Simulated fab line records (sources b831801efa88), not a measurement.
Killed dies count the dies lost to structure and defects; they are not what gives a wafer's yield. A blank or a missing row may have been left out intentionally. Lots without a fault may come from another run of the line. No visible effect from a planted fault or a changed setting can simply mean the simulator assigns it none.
fab line records | flow sky130 | part 1 of 2: steps 1 to 23 of 33
record: lots: 5 | wafers: 15 | last_day: 50
route steps=708 shown POLY_GATE@217 LDD_N@237
lots with no fault: from the same line, run without faults
start_h: hours from the record's opening day to when the first of the lot's shown wafers began | wait_h: how many hours have passed since the lot's step before this one | " repeats the value in the row above | L1.1+2: one row covering several wafers at once | - no value, or no start was given | * or withheld: withheld | < > ~ a bound
route shown NAME@n: a module of which the file shows steps, and the number in the route of the first | usual: mean/standard deviation taken from wafers without a fault | same: alike in all rows | chamber/n: place in a boat | sites: each site's reading | _std_site: standard deviation across them | _edge_site: the outer-site mean with the inner-site mean subtracted | radius_mm: for every site, how far away it sits from the centre of the wafer | mask NAME#n: copy n | behind: tool/chamber where the wafer was last shaped | hold: cause of the lot's hold/its duration in hours/its outcome | device: names the non-switching transistor (n, p or np) | end of line: the route-end tests of the same wafers | a step with no rows: only its recipe | killed: dies lost to structure and defects at the first sort, not the wafer's yield | map: shows each die of a wafer: x if killed, . if not, _ if none is there
set.NAME: the run value of the setting; set.NAME@STEP: its run value at that earlier step | model.NAME: the simulator's own value behind a step, which no gauge read
certain route steps with their lots: each step a table, each wafer a row
services: the hour from which a tool's chamber was out of use, counted from the record's first day as start_h (under 0 if before that day), plus the number of hours and why
== steps ==
step: SKY_POLY_GATE_CVD_03
recipe: material: Si3N4 | precursor: DCS/NH3 | target_thk_nm: 75 | temp_c: 770 | time_s: 1290 | pressure_mtorr: 238
usual: spike_tc_centre_C: 769.3/1.6 | zone_power_upper_pct: 12.7/0.74
lot.wafer | tool     | chamber | start_h | wait_h | spike_tc_centre_C | zone_power_upper_pct
L075.2    | lpcvd-02 | 0       | 350.72  | 2.0    | 772.0             | 13.7
L075.4    | "        | 0       | "       | "      | 771.7             | 13.6
L075.6    | "        | 0       | "       | "      | 770.3             | 13.6
L076.3    | lpcvd-02 | 1       | 357.33  | 0.4    | 767.6             | 12.2
L076.4    | "        | 1       | "       | "      | 765.9             | 12.2
L076.5    | "        | 1       | "       | "      | 769.8             | 12.1
L089.3    | lpcvd-02 | 1       | 497.77  | 0.3    | 768.2             | 12.1
L089.5    | "        | 1       | "       | "      | 769.1             | 12.2
L089.6    | "        | 1       | "       | "      | 768.9             | 12.0
L092.1    | lpcvd-02 | 0       | 510.08  | 0.0    | 771.6             | 13.6
L092.5    | "        | 0       | "       | "      | 770.1             | 13.6
L092.6    | "        | 0       | "       | "      | 769.2             | 13.8
L095.1    | lpcvd-02 | 0       | 531.06  | 0.0    | 770.1             | 13.5
L095.4    | "        | 0       | "       | "      | 769.1             | 13.9
L095.6    | "        | 0       | "       | "      | 771.9             | 13.6
step: SKY_POLY_GATE_THK_MEAS_04
recipe: reads: Si3N4_of_POLY_GATE_CVD_03
usual: POLY_GATE_CVD_03_THK: 73.9/0.64
lot.wafer | tool          | chamber | start_h | wait_h | POLY_GATE_CVD_03_THK[nm]
L075.2    | film_metro-01 | -       | 352.09  | 0.0    | 73.0
L075.4    | "             | -       | "       | "      | 72.9
L075.6    | "             | -       | "       | "      | 72.8
L076.3    | film_metro-03 | -       | 358.71  | 0.0    | 73.4
L076.4    | "             | -       | "       | "      | 73.9
L076.5    | "             | -       | "       | "      | 73.5
L089.3    | film_metro-02 | -       | 499.14  | 0.0    | 73.9
L089.5    | "             | -       | "       | "      | 73.6
L089.6    | "             | -       | "       | "      | 73.2
L092.1    | film_metro-02 | -       | 511.44  | 0.0    | 74.6
L092.5    | "             | -       | "       | "      | 74.0
L092.6    | "             | -       | "       | "      | 74.6
L095.1    | film_metro-02 | -       | 532.42  | 0.0    | 74.6
L095.4    | "             | -       | "       | "      | 74.1
L095.6    | "             | -       | "       | "      | 74.8
step: SKY_POLY_GATE_DEHYDRATE_05
recipe: temp_c: 200 | time_s: 60
usual: resist_line_temp_C: 23.00/0.1
lot.wafer | tool           | chamber | start_h | wait_h | resist_line_temp_C
L075.2    | litho_track-02 | 0       | 364.64  | 12.5   | 23.03
L075.4    | "              | 0       | "       | "      | 22.86
L075.6    | "              | 0       | "       | "      | 22.87
L076.3    | litho_track-01 | 0       | 373.33  | 14.6   | 22.91
L076.4    | "              | 0       | "       | "      | 22.99
L076.5    | "              | 0       | "       | "      | 23.20
L089.3    | litho_track-02 | 0       | 514.12  | 15.0   | 22.99
L089.5    | "              | 0       | "       | "      | 23.03
L089.6    | "              | 0       | "       | "      | 23.04
L092.1    | litho_track-03 | 0       | 525.01  | 13.6   | 23.00
L092.5    | "              | 0       | "       | "      | 23.02
L092.6    | "              | 0       | "       | "      | 22.96
L095.1    | litho_track-03 | 0       | 546.76  | 14.3   | 23.26
L095.4    | "              | 0       | "       | "      | 22.90
L095.6    | "              | 0       | "       | "      | 23.14
step: SKY_POLY_GATE_HMDS_06
recipe: prime_time_s: 60 | prime_temp_c: 120
usual: resist_line_temp_C: 23.02/0.12
lot.wafer | tool           | chamber | start_h | wait_h | resist_line_temp_C
L075.2    | litho_track-02 | 0       | 364.79  | 0.1    | 22.84
L075.4    | "              | 0       | "       | "      | 22.92
L075.6    | "              | 0       | "       | "      | 23.06
L076.3    | litho_track-01 | 0       | 373.48  | 0.1    | 22.97
L076.4    | "              | 0       | "       | "      | 23.15
L076.5    | "              | 0       | "       | "      | 23.12
L089.3    | litho_track-02 | 0       | 514.27  | 0.1    | 22.79
L089.5    | "              | 0       | "       | "      | 23.04
L089.6    | "              | 0       | "       | "      | 22.87
L092.1    | litho_track-03 | 0       | 525.16  | 0.1    | 23.13
L092.5    | "              | 0       | "       | "      | 23.07
L092.6    | "              | 0       | "       | "      | 22.92
L095.1    | litho_track-03 | 0       | 546.91  | 0.1    | 22.94
L095.4    | "              | 0       | "       | "      | 23.10
L095.6    | "              | 0       | "       | "      | 23.24
step: SKY_POLY_GATE_COAT_07
recipe: resist: BARC | temp_c: withheld | time_s: withheld | spin_rpm: 3000 | resist_thk_nm: 110
usual: resist_line_temp_C: *
lot.wafer | tool           | chamber | start_h | wait_h | resist_line_temp_C
L075.2    | litho_track-02 | 0       | 364.94  | 0.1    | *
L075.4    | "              | 0       | "       | "      | *
L075.6    | "              | 0       | "       | "      | *
L076.3    | litho_track-01 | 0       | 373.63  | 0.1    | *
L076.4    | "              | 0       | "       | "      | *
L076.5    | "              | 0       | "       | "      | *
L089.3    | litho_track-02 | 0       | 514.42  | 0.1    | *
L089.5    | "              | 0       | "       | "      | *
L089.6    | "              | 0       | "       | "      | *
L092.1    | litho_track-03 | 0       | 525.31  | 0.1    | *
L092.5    | "              | 0       | "       | "      | *
L092.6    | "              | 0       | "       | "      | *
L095.1    | litho_track-03 | 0       | 547.06  | 0.1    | *
L095.4    | "              | 0       | "       | "      | *
L095.6    | "              | 0       | "       | "      | *
step: SKY_POLY_GATE_COAT_08
recipe: resist: KrF-thick | spin_rpm: 3000 | resist_thk_nm: 450
usual: resist_line_temp_C: 23.01/0.12
lot.wafer | tool           | chamber | start_h | wait_h | resist_line_temp_C
L075.2    | litho_track-02 | 0       | -       | -      | 22.87
L075.4    | "              | 0       | "       | "      | 22.94
L075.6    | "              | 0       | "       | "      | 23.06
L076.3    | litho_track-01 | 0       | -       | -      | 22.92
L076.4    | "              | 0       | "       | "      | 22.97
L076.5    | "              | 0       | "       | "      | 23.00
L089.3    | litho_track-02 | 0       | -       | -      | 23.02
L089.5    | "              | 0       | "       | "      | 23.08
L089.6    | "              | 0       | "       | "      | 22.90
L092.1    | litho_track-03 | 0       | -       | -      | 23.11
L092.5    | "              | 0       | "       | "      | 23.05
L092.6    | "              | 0       | "       | "      | 23.09
L095.1    | litho_track-03 | 0       | -       | -      | 23.01
L095.4    | "              | 0       | "       | "      | 22.96
L095.6    | "              | 0       | "       | "      | 22.94
step: SKY_POLY_GATE_SOFTBAKE_09
recipe: temp_c: 100 | time_s: 90 | resist: KrF-thick
usual: resist_line_temp_C: 23.02/0.11
lot.wafer | tool           | chamber | start_h | wait_h | resist_line_temp_C
L075.2    | litho_track-02 | 0       | -       | -      | 22.86
L075.4    | "              | 0       | "       | "      | 23.04
L075.6    | "              | 0       | "       | "      | 22.93
L076.3    | litho_track-01 | 0       | -       | -      | 23.16
L076.4    | "              | 0       | "       | "      | 23.13
L076.5    | "              | 0       | "       | "      | 23.15
L089.3    | litho_track-02 | 0       | -       | -      | 22.99
L089.5    | "              | 0       | "       | "      | 23.03
L089.6    | "              | 0       | "       | "      | 23.11
L092.1    | litho_track-03 | 0       | -       | -      | 23.14
L092.5    | "              | 0       | "       | "      | 23.03
L092.6    | "              | 0       | "       | "      | 22.98
L095.1    | litho_track-03 | 0       | -       | -      | 23.17
L095.4    | "              | 0       | "       | "      | 23.07
L095.6    | "              | 0       | "       | "      | 23.08
step: SKY_POLY_GATE_EXPOSE_10
recipe: mask_id: P1M | na: 0.68 | source_shape: conventional | sigma_outer: 0.6 | target_cd_nm: 150 | dose_mj: 28.47
usual: focus_offset_nm: -0.1/0.57
lot.wafer | tool           | chamber | start_h | wait_h | mask  | focus_offset_nm
L075.2    | krf_scanner-02 | 0       | -       | -      | P1M#0 | -1.2
L075.4    | "              | 0       | "       | "      | P1M#0 | -0.2
L075.6    | "              | 0       | "       | "      | P1M#0 | -0.9
L076.3    | krf_scanner-01 | 0       | -       | -      | P1M#0 | -0.2
L076.4    | "              | 0       | "       | "      | P1M#0 | 0.5
L076.5    | "              | 0       | "       | "      | P1M#0 | -0.8
L089.3    | krf_scanner-01 | 0       | -       | -      | P1M#0 | 0.4
L089.5    | "              | 0       | "       | "      | P1M#0 | 0.4
L089.6    | "              | 0       | "       | "      | P1M#0 | -0.1
L092.1    | krf_scanner-01 | 0       | -       | -      | P1M#0 | 0.2
L092.5    | "              | 0       | "       | "      | P1M#0 | -0.3
L092.6    | "              | 0       | "       | "      | P1M#0 | 0.6
L095.1    | krf_scanner-01 | 0       | -       | -      | P1M#0 | -0.2
L095.4    | "              | 0       | "       | "      | P1M#0 | -0.8
L095.6    | "              | 0       | "       | "      | P1M#0 | -0.2
step: SKY_POLY_GATE_PEB_11
recipe: peb_temp_c: withheld | peb_time_s: withheld | resist: KrF-thick
usual: resist_line_temp_C: *
lot.wafer | tool           | chamber | start_h | wait_h | resist_line_temp_C
L075.2    | litho_track-01 | 0       | -       | -      | *
L075.4    | "              | 0       | "       | "      | *
L075.6    | "              | 0       | "       | "      | *
L076.3    | litho_track-03 | 0       | -       | -      | *
L076.4    | "              | 0       | "       | "      | *
L076.5    | "              | 0       | "       | "      | *
L089.3    | litho_track-01 | 0       | -       | -      | *
L089.5    | "              | 0       | "       | "      | *
L089.6    | "              | 0       | "       | "      | *
L092.1    | litho_track-01 | 0       | -       | -      | *
L092.5    | "              | 0       | "       | "      | *
L092.6    | "              | 0       | "       | "      | *
L095.1    | litho_track-02 | 0       | -       | -      | *
L095.4    | "              | 0       | "       | "      | *
L095.6    | "              | 0       | "       | "      | *
step: SKY_POLY_GATE_DEVELOP_12
recipe: develop_time_s: 60 | resist: KrF-thick | dev_temp_c: 21
usual: resist_line_temp_C: 23.01/0.11
lot.wafer | tool           | chamber | start_h | wait_h | resist_line_temp_C
L075.2    | litho_track-01 | 0       | -       | -      | 23.02
L075.4    | "              | 0       | "       | "      | 22.90
L075.6    | "              | 0       | "       | "      | 22.95
L076.3    | litho_track-03 | 0       | -       | -      | 22.95
L076.4    | "              | 0       | "       | "      | 22.89
L076.5    | "              | 0       | "       | "      | 22.90
L089.3    | litho_track-01 | 0       | -       | -      | 23.10
L089.5    | "              | 0       | "       | "      | 22.93
L089.6    | "              | 0       | "       | "      | 23.00
L092.1    | litho_track-01 | 0       | -       | -      | 23.06
L092.5    | "              | 0       | "       | "      | 22.97
L092.6    | "              | 0       | "       | "      | 23.10
L095.1    | litho_track-02 | 0       | -       | -      | 22.99
L095.4    | "              | 0       | "       | "      | 23.02
L095.6    | "              | 0       | "       | "      | 22.97
step: SKY_POLY_GATE_CD_MEAS_13
recipe: target_cd_nm: 150
usual: cd_nm: 149.9/1.2
lot.wafer | tool      | chamber | start_h | wait_h | cd_nm
L075.2    | cd_sem-01 | -       | 380.70  | -      | 150.5
L075.4    | "         | -       | "       | "      | 150.2
L075.6    | "         | -       | "       | "      | 149.8
L076.3    | cd_sem-01 | -       | 388.05  | -      | 147.3
L076.4    | "         | -       | "       | "      | 147.9
L076.5    | "         | -       | "       | "      | 147.5
L089.3    | cd_sem-01 | -       | 530.07  | -      | 150.4
L089.5    | "         | -       | "       | "      | 149.6
L089.6    | "         | -       | "       | "      | 149.5
L092.1    | cd_sem-01 | -       | 541.18  | -      | 152.2
L092.5    | "         | -       | "       | "      | 151.7
L092.6    | "         | -       | "       | "      | 151.9
L095.1    | cd_sem-02 | -       | 562.42  | -      | 149.7
L095.4    | "         | -       | "       | "      | 149.1
L095.6    | "         | -       | "       | "      | 149.6
step: SKY_POLY_GATE_OVL_MEAS_14
usual: POLY_GATE_OVL: -2/5.5
lot.wafer | tool       | chamber | start_h | wait_h | POLY_GATE_OVL[nm]
L075.2    | overlay-02 | -       | 380.81  | 0.1    | -3
L075.4    | "          | -       | "       | "      | 3
L075.6    | "          | -       | "       | "      | 1
L076.3    | overlay-01 | -       | 388.14  | 0.1    | 1
L076.4    | "          | -       | "       | "      | -2
L076.5    | "          | -       | "       | "      | 1
L089.3    | overlay-02 | -       | 530.16  | 0.1    | -6
L089.5    | "          | -       | "       | "      | -4
L089.6    | "          | -       | "       | "      | 3
L092.1    | overlay-01 | -       | 541.30  | 0.1    | -10
L092.5    | "          | -       | "       | "      | -9
L092.6    | "          | -       | "       | "      | -5
L095.1    | overlay-02 | -       | 562.54  | 0.1    | -6
L095.4    | "          | -       | "       | "      | 1
L095.6    | "          | -       | "       | "      | 3
step: SKY_POLY_GATE_ETCH_15
recipe: chemistry: N2/H2 | target: BARC | ion_energy_ev: 200 | source_w: 500 | bias_w: 100 | pressure_mtorr: 30 | n2_flow_sccm: 100 | h2_flow_sccm: 200 | stop_on: SiO2 | time_s: 118.5 | target_depth_a: 1100
usual: drypump_motor_current_A: 5.7/0.41 | h2_flow_sccm: 200.0/0.55 | oes_product_au: 0.716/0.0047 | throttle_valve_pct: 13.212/0.0084
lot.wafer | tool        | chamber | start_h | wait_h | drypump_motor_current_A | h2_flow_sccm | oes_product_au | rf_hours_counter_h | throttle_valve_pct
L075.2    | rie_diel-02 | 1       | 380.84  | 0.0    | 6.2                     | 200.2        | 0.721          | 102                | 13.195
L075.4    | "           | 2       | "       | "      | 6.1                     | 199.4        | 0.723          | 98                 | 13.210
L075.6    | "           | 1       | "       | "      | 6.2                     | 200.5        | 0.706          | -                  | 13.222
L076.3    | rie_diel-02 | 0       | 388.17  | 0.0    | 5.3                     | 200.8        | 0.710          | 37                 | 13.219
L076.4    | "           | 2       | "       | "      | 6.1                     | 199.6        | 0.718          | 98                 | 13.216
L076.5    | "           | 0       | "       | "      | 5.4                     | 201.6        | 0.717          | -                  | 13.219
L089.3    | rie_diel-02 | 3       | 530.19  | 0.0    | 6.2                     | 199.5        | 0.720          | 8                  | 13.213
L089.5    | "           | 0       | "       | "      | 5.3                     | 199.5        | 0.714          | -                  | 13.203
L089.6    | "           | 3       | "       | "      | 6.2                     | 199.9        | 0.725          | -                  | 13.210
L092.1    | rie_diel-03 | 1       | 541.34  | 0.0    | 5.1                     | 199.1        | 0.716          | 4                  | 13.214
L092.5    | "           | 1       | "       | "      | 5.1                     | 199.8        | 0.715          | -                  | 13.205
L092.6    | "           | 3       | "       | "      | 5.9                     | 200.6        | 0.702          | -                  | 13.223
L095.1    | rie_diel-03 | 1       | 562.57  | 0.0    | 5.1                     | 200.8        | 0.720          | 5                  | 13.206
L095.4    | "           | 1       | "       | "      | 5.1                     | 200.5        | 0.715          | -                  | 13.208
L095.6    | "           | 1       | "       | "      | 5.1                     | 200.5        | 0.719          | -                  | 13.226
step: SKY_POLY_GATE_ETCH_16
recipe: stop_on: poly-Si | chemistry: CH3F/O2 | target: Si3N4 | source_w: 400 | bias_w: 80 | pressure_mtorr: 25 | ch3f_flow_sccm: 40 | O2_flow_sccm: 30 | time_s: 147.5 | target_depth_a: 750
usual: drypump_motor_current_A: 5.7/0.42 | oes_product_au: 0.636/0.0048 | throttle_valve_pct: 10.535/0.0087
lot.wafer | tool        | chamber | start_h | wait_h | drypump_motor_current_A | oes_product_au | rf_hours_counter_h | throttle_valve_pct
L075.2    | rie_diel-02 | 1       | 380.92  | 0.0    | 6.2                     | 0.640          | 102                | 10.534
L075.4    | "           | 2       | "       | "      | 6.1                     | 0.634          | 98                 | 10.518
L075.6    | "           | 1       | "       | "      | 6.2                     | 0.635          | -                  | 10.538
L076.3    | rie_diel-02 | 0       | 388.25  | 0.0    | 5.3                     | 0.631          | 37                 | 10.547
L076.4    | "           | 2       | "       | "      | 6.1                     | 0.639          | 98                 | 10.529
L076.5    | "           | 0       | "       | "      | 5.3                     | 0.636          | -                  | 10.522
L089.3    | rie_diel-02 | 3       | 530.27  | 0.0    | 6.2                     | 0.632          | 8                  | 10.542
L089.5    | "           | 0       | "       | "      | 5.3                     | 0.631          | -                  | 10.540
L089.6    | "           | 3       | "       | "      | 6.2                     | 0.632          | -                  | 10.527
L092.1    | rie_diel-03 | 1       | 541.42  | 0.0    | 5.1                     | 0.640          | 4                  | 10.524
L092.5    | "           | 1       | "       | "      | 5.1                     | 0.637          | -                  | 10.528
L092.6    | "           | 3       | "       | "      | 5.8                     | 0.633          | -                  | 10.541
L095.1    | rie_diel-03 | 1       | 562.70  | 0.1    | 5.1                     | 0.633          | 5                  | 10.537
L095.4    | "           | 1       | "       | "      | 5.1                     | 0.630          | -                  | 10.539
L095.6    | "           | 1       | "       | "      | 5.1                     | 0.639          | -                  | 10.529
step: SKY_POLY_GATE_ETCH_17
recipe: target_depth_nm: 180 | stop_on: SiO2 | over_etch_frac: 0.56667 | chemistry: HBr/Cl2 | target: poly-Si | icp_w: 400 | bias_w: 100 | pressure_mtorr: 10 | HBr_flow_sccm: 150 | Cl2_flow_sccm: 50 | time_s: 70.5
usual: drypump_motor_current_A: 5.6/0.37 | oes_product_au: 0.986/0.0076 | throttle_valve_pct: 33.684/0.0088
lot.wafer | tool      | chamber | start_h | wait_h | drypump_motor_current_A | oes_product_au | rf_hours_counter_h | throttle_valve_pct
L075.2    | rie_si-02 | 1       | 381.02  | 0.0    | 5.3                     | 0.974          | 2                  | 33.693
L075.4    | "         | 0       | "       | "      | 5.6                     | 0.973          | -                  | 33.680
L075.6    | "         | 1       | "       | "      | 5.3                     | 0.964          | -                  | 33.675
L076.3    | rie_si-02 | 0       | 388.35  | 0.0    | 5.6                     | 0.990          | 1                  | 33.696
L076.4    | "         | 2       | "       | "      | 6.0                     | 0.986          | -                  | 33.685
L076.5    | "         | 0       | "       | "      | 5.6                     | 0.984          | -                  | 33.692
L089.3    | rie_si-02 | 0       | 530.37  | 0.0    | 5.6                     | 0.983          | 2                  | 33.684
L089.5    | "         | 1       | "       | "      | 5.3                     | 0.984          | -                  | 33.702
L089.6    | "         | 2       | "       | "      | 6.0                     | 0.989          | -                  | 33.684
L092.1    | rie_si-01 | 2       | 541.52  | 0.0    | 6.0                     | 0.981          | 2                  | 33.680
L092.5    | "         | 2       | "       | "      | 6.0                     | 0.983          | -                  | 33.685
L092.6    | "         | 1       | "       | "      | 4.9                     | 0.986          | -                  | 33.676
L095.1    | rie_si-02 | 0       | 562.85  | 0.1    | 5.6                     | 0.996          | 2                  | 33.675
L095.4    | "         | 2       | "       | "      | 6.0                     | 0.991          | 4                  | 33.681
L095.6    | "         | 0       | "       | "      | 5.6                     | 0.992          | -                  | 33.691
step: SKY_POLY_GATE_STRIP_18
recipe: chemistry: O2/N2 | power_w: 1400 | pressure_mtorr: 1500 | platen_temp_c: withheld | o2_flow_sccm: 3000 | n2_flow_sccm: 300 | overash_fraction: 0.5
usual: drypump_motor_current_A: 5.5/0.48 | oes_product_au: 0.361/0.0043 | strip_time_to_endpoint_s: 3.161/0.028
lot.wafer | tool            | chamber | start_h | wait_h | drypump_motor_current_A | oes_product_au | rf_hours_counter_h | strip_time_to_endpoint_s
L075.2    | plasma_asher-03 | 1       | 381.07  | 0.0    | 6.2                     | 0.360          | 67                 | 3.124
L075.4    | "               | 1       | "       | "      | 6.2                     | 0.355          | -                  | 3.109
L075.6    | "               | 0       | "       | "      | 5.2                     | 0.360          | -                  | 3.145
L076.3    | plasma_asher-02 | 1       | 388.44  | 0.1    | 5.2                     | 0.352          | -                  | 3.116
L076.4    | "               | 0       | "       | "      | 6.1                     | 0.362          | -                  | 3.114
L076.5    | "               | 1       | "       | "      | 5.2                     | 0.358          | -                  | 3.128
L089.3    | plasma_asher-01 | 1       | 530.46  | 0.1    | 5.7                     | 0.357          | -                  | 3.123
L089.5    | "               | 0       | "       | "      | 4.9                     | 0.361          | -                  | 3.112
L089.6    | "               | 1       | "       | "      | 5.7                     | 0.358          | -                  | 3.148
L092.1    | plasma_asher-02 | 0       | 541.57  | 0.0    | 6.1                     | 0.355          | 71                 | 3.156
L092.5    | "               | 0       | "       | "      | 6.1                     | 0.358          | -                  | 3.140
L092.6    | "               | 1       | "       | "      | 5.2                     | 0.364          | -                  | 3.192
L095.1    | plasma_asher-03 | 0       | 562.90  | 0.0    | 5.2                     | 0.355          | 13                 | 3.140
L095.4    | "               | 1       | "       | "      | 6.2                     | 0.361          | -                  | 3.129
L095.6    | "               | 1       | "       | "      | 6.2                     | 0.360          | -                  | 3.120
step: SKY_POLY_GATE_CLEAN_19
recipe: chemistry: SC1/SC2 | mix: 1:4:20 | temp_c: 70 | time_s: 150 | dry: n2_spin
lot.wafer  | tool         | chamber | start_h | wait_h
L075.2+4+6 | wet_bench-01 | 3       | 381.17  | 0.1
L076.3+4+5 | wet_bench-02 | 1       | 388.50  | 0.0
L089.3+5+6 | wet_bench-03 | 1       | 530.52  | 0.0
L092.1+5+6 | wet_bench-01 | 2       | 541.67  | 0.1
L095.1+4+6 | wet_bench-01 | 2       | 563.00  | 0.1
step: SKY_POLY_GATE_OXIDATION_20
recipe: temp_c: 850 | ambient: O2 | stabilise_s: 600 | purge_s: 300 | target_thk_a: 40 | ox_time_s: 899
usual: ox_temp_c_max: 855.0/1.2 | spike_tc_centre_C: 849.8/1.1 | zone_power_upper_pct: 16.63/0.17
lot.wafer | tool       | chamber | start_h | wait_h | ox_temp_c_max | spike_tc_centre_C | zone_power_upper_pct
L075.2    | furnace-01 | 0       | 382.73  | 1.5    | 855.4         | 848.6             | 16.54
L075.4    | "          | 0       | "       | "      | 853.8         | 849.5             | 16.54
L075.6    | "          | 0       | "       | "      | 853.2         | 848.1             | 16.83
L076.3    | furnace-02 | 0       | 389.18  | 0.6    | 856.1         | 849.6             | 16.78
L076.4    | "          | 0       | "       | "      | 855.3         | 850.3             | 16.29
L076.5    | "          | 0       | "       | "      | 857.0         | 849.9             | 16.50
L089.3    | furnace-01 | 0       | 530.62  | 0.0    | 854.5         | 850.0             | 16.42
L089.5    | "          | 0       | "       | "      | 854.5         | 849.0             | 16.75
L089.6    | "          | 0       | "       | "      | 854.9         | 848.8             | 16.45
L092.1    | furnace-02 | 0       | 541.72  | 0.0    | 855.6         | 849.7             | 16.84
L092.5    | "          | 0       | "       | "      | 854.9         | 849.5             | 16.93
L092.6    | "          | 0       | "       | "      | 857.4         | 850.2             | 16.75
L095.1    | furnace-01 | 0       | 563.06  | 0.0    | 854.2         | 849.7             | 16.73
L095.4    | "          | 0       | "       | "      | 854.8         | 850.0             | 16.41
L095.6    | "          | 0       | "       | "      | 854.1         | 848.7             | 16.56
step: SKY_POLY_GATE_THK_MEAS_21
recipe: reads: SiO2_of_POLY_GATE_OXIDATION_20
usual: POLY_GATE_OXIDATION_THK: 3.98/0.083
lot.wafer | tool          | chamber | start_h | wait_h | POLY_GATE_OXIDATION_THK[nm]
L075.2    | film_metro-01 | -       | 383.99  | 0.0    | 4.08
L075.4    | "             | -       | "       | "      | 4.00
L075.6    | "             | -       | "       | "      | 3.98
L076.3    | film_metro-01 | -       | 390.45  | 0.0    | 4.04
L076.4    | "             | -       | "       | "      | 4.02
L076.5    | "             | -       | "       | "      | 4.09
L089.3    | film_metro-02 | -       | 531.89  | 0.0    | 4.02
L089.5    | "             | -       | "       | "      | 4.06
L089.6    | "             | -       | "       | "      | 4.03
L092.1    | film_metro-02 | -       | 543.14  | 0.2    | 4.02
L092.5    | "             | -       | "       | "      | 4.06
L092.6    | "             | -       | "       | "      | 3.97
L095.1    | film_metro-02 | -       | 564.31  | 0.0    | 3.93
L095.4    | "             | -       | "       | "      | 3.96
L095.6    | "             | -       | "       | "      | 3.78
step: SKY_POLY_GATE_CD_MEAS_22
usual: cd_nm: 150.0/1.9
lot.wafer | tool      | chamber | start_h | wait_h | cd_nm
L075.2    | cd_sem-01 | -       | 384.08  | 0.1    | 148.0
L075.4    | "         | -       | "       | "      | 149.2
L075.6    | "         | -       | "       | "      | 149.8
L076.3    | cd_sem-01 | -       | 390.54  | 0.1    | 147.9
L076.4    | "         | -       | "       | "      | 149.1
L076.5    | "         | -       | "       | "      | 146.9
L089.3    | cd_sem-02 | -       | 531.99  | 0.1    | 150.2
L089.5    | "         | -       | "       | "      | 149.0
L089.6    | "         | -       | "       | "      | 150.9
L092.1    | cd_sem-01 | -       | 543.20  | 0.1    | 151.6
L092.5    | "         | -       | "       | "      | 151.0
L092.6    | "         | -       | "       | "      | 152.7
L095.1    | cd_sem-01 | -       | 564.37  | 0.1    | 148.7
L095.4    | "         | -       | "       | "      | 147.6
L095.6    | "         | -       | "       | "      | 147.4
step: SKY_LDD_N_DEHYDRATE_00
recipe: temp_c: 200 | time_s: 60
usual: resist_line_temp_C: 22.98/0.1
lot.wafer | tool           | chamber | start_h | wait_h | resist_line_temp_C
L075.2    | litho_track-01 | 0       | 396.91  | 12.8   | 23.01
L075.4    | "              | 0       | "       | "      | 22.92
L075.6    | "              | 0       | "       | "      | 23.05
L076.3    | litho_track-01 | 0       | 404.88  | 14.3   | 23.10
L076.4    | "              | 0       | "       | "      | 23.16
L076.5    | "              | 0       | "       | "      | 23.10
L089.3    | litho_track-03 | 0       | 546.21  | 14.2   | 22.86
L089.5    | "              | 0       | "       | "      | 22.83
L089.6    | "              | 0       | "       | "      | 22.90
L092.1    | litho_track-04 | 0       | 557.19  | 14.0   | 23.03
L092.5    | "              | 0       | "       | "      | 23.24
L092.6    | "              | 0       | "       | "      | 23.10
L095.1    | litho_track-03 | 0       | 578.96  | 14.6   | 22.95
L095.4    | "              | 0       | "       | "      | 23.07
L095.6    | "              | 0       | "       | "      | 23.01
step: SKY_LDD_N_HMDS_01
recipe: prime_time_s: 60 | prime_temp_c: 120
usual: resist_line_temp_C: 22.99/0.1
lot.wafer | tool           | chamber | start_h | wait_h | resist_line_temp_C
L075.2    | litho_track-01 | 0       | 397.06  | 0.1    | 23.10
L075.4    | "              | 0       | "       | "      | 22.98
L075.6    | "              | 0       | "       | "      | 22.93
L076.3    | litho_track-01 | 0       | 405.03  | 0.1    | 23.03
L076.4    | "              | 0       | "       | "      | 22.97
L076.5    | "              | 0       | "       | "      | 23.15
L089.3    | litho_track-03 | 0       | 546.36  | 0.1    | 23.05
L089.5    | "              | 0       | "       | "      | 22.99
L089.6    | "              | 0       | "       | "      | 23.09
L092.1    | litho_track-04 | 0       | 557.34  | 0.1    | 23.05
L092.5    | "              | 0       | "       | "      | 22.80
L092.6    | "              | 0       | "       | "      | 23.06
L095.1    | litho_track-03 | 0       | 579.11  | 0.1    | 23.09
L095.4    | "              | 0       | "       | "      | 23.01
L095.6    | "              | 0       | "       | "      | 23.13
step: SKY_LDD_N_COAT_02
recipe: resist: NOVOLAK | spin_rpm: 3000 | resist_thk_nm: 300
usual: resist_line_temp_C: 22.99/0.095
lot.wafer | tool           | chamber | start_h | wait_h | resist_line_temp_C
L075.2    | litho_track-01 | 0       | 397.21  | 0.1    | 22.92
L075.4    | "              | 0       | "       | "      | 22.90
L075.6    | "              | 0       | "       | "      | 22.88
L076.3    | litho_track-01 | 0       | 405.18  | 0.1    | 23.09
L076.4    | "              | 0       | "       | "      | 23.02
L076.5    | "              | 0       | "       | "      | 23.09
L089.3    | litho_track-03 | 0       | 546.51  | 0.1    | 23.07
L089.5    | "              | 0       | "       | "      | 23.10
L089.6    | "              | 0       | "       | "      | 22.88
L092.1    | litho_track-04 | 0       | 557.49  | 0.1    | 22.95
L092.5    | "              | 0       | "       | "      | 22.96
L092.6    | "              | 0       | "       | "      | 22.93
L095.1    | litho_track-03 | 0       | 579.26  | 0.1    | 22.99
L095.4    | "              | 0       | "       | "      | 23.03
L095.6    | "              | 0       | "       | "      | 23.04
